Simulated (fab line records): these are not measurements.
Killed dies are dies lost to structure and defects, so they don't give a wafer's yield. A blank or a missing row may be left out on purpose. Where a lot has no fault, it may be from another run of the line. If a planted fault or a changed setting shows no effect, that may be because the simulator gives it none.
Chamber matching | flow gf180mcu | rie_diel-04 running GF_V5_ETCH_16: 4 sister chambers
The step etches BARC in N2/H2. 4 wafers are shown with their chamber, then 7 later ones without.

WAFERS WITH THEIR CHAMBER
wafer  | chamber | drypump_motor_current_A (A)
L329.6 | 2       | 6.1
L330.6 | 3       | 5.3
L331.1 | 1       | 4.9
L331.3 | 0       | 6.1

WAFERS WITHOUT THEIR CHAMBER
wafer  | drypump_motor_current_A (A)
L331.5 | 6.1
L332.2 | 4.8
L332.3 | 6.1
L332.6 | 5.4
L334.3 | 5.4
L334.5 | 6.1
L334.6 | 4.8

WHICH CHAMBER EACH ONE RAN IN
wafer  | from the rows above     | in truth
L331.5 | can't be placed: 0 or 2 | 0
L332.2 | 1                       | 1
L332.3 | can't be placed: 0 or 2 | 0
L332.6 | 3                       | 3
L334.3 | 3                       | 3
L334.5 | can't be placed: 0 or 2 | 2
L334.6 | 1                       | 1
4 of 7 placed correctly. Can't be placed from these rows: 3 (the true chamber is among the candidates in 3). 0 placed wrongly.
How it was worked out, from the rows above alone: a wafer's distance from a chamber is the root of the sum, over the readings, of the square of ((its reading less the chamber's mean) divided by the reading's scatter). The wafer belongs to the nearest chamber; if the next one is less than 2 further off, it can't be placed. A chamber's mean is the mean of its shown wafers. The scatter: with one shown wafer a chamber, the root of the mean of the squares of how far each hidden wafer lies from its nearest shown one.
